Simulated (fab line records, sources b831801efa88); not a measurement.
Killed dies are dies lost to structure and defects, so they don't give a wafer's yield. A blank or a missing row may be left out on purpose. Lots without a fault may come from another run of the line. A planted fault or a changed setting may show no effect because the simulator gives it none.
Chamber matching | flow sky130 | SKY_VIA1_ETCH_15 on rie_diel-03: 4 sister chambers
The step etches SiO2 in C4F8/O2/Ar, stops on TiN, target depth 351 nm, time 54 s. 4 wafers are shown with their chamber, then 8 later ones without.

WAFERS WITH THEIR CHAMBER
wafer  | chamber | oes_product_au (a.u.)
L078.5 | 0       | 0.972
L087.3 | 3       | 0.981
L087.4 | 1       | 0.989
L093.2 | 2       | 0.988

WAFERS WITHOUT THEIR CHAMBER
wafer  | oes_product_au (a.u.)
L093.5 | 0.980
L093.6 | 0.983
L096.2 | 0.984
L096.4 | 0.989
L096.5 | 0.984
L097.1 | 0.976
L097.5 | 0.976
L097.6 | 0.981

WHICH CHAMBER EACH WENT THROUGH
wafer  | from the rows above          | in truth
L093.5 | 3                            | 3
L093.6 | can't be placed: 3 or 2 or 1 | 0
L096.2 | can't be placed: 3 or 2 or 1 | 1
L096.4 | can't be placed: 1 or 2      | 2
L096.5 | can't be placed: 3 or 2 or 1 | 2
L097.1 | can't be placed: 0 or 3      | 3
L097.5 | can't be placed: 0 or 3      | 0
L097.6 | 3                            | 3
Placed correctly: 2 of 8. Can't be placed from these rows: 6 (the true chamber is among the candidates in 5). Placed wrongly: 0.
How it was worked out, from the rows above alone: a wafer's distance from a chamber is the root of the sum, over the readings, of the square of ((its reading less the chamber's mean) divided by the reading's scatter). The wafer belongs to the nearest chamber; if the next one is less than 2 further off, it can't be placed. A chamber's mean is the mean of its shown wafers. The scatter: with one shown wafer a chamber, the root of the mean of the squares of how far each hidden wafer lies from its nearest shown one.
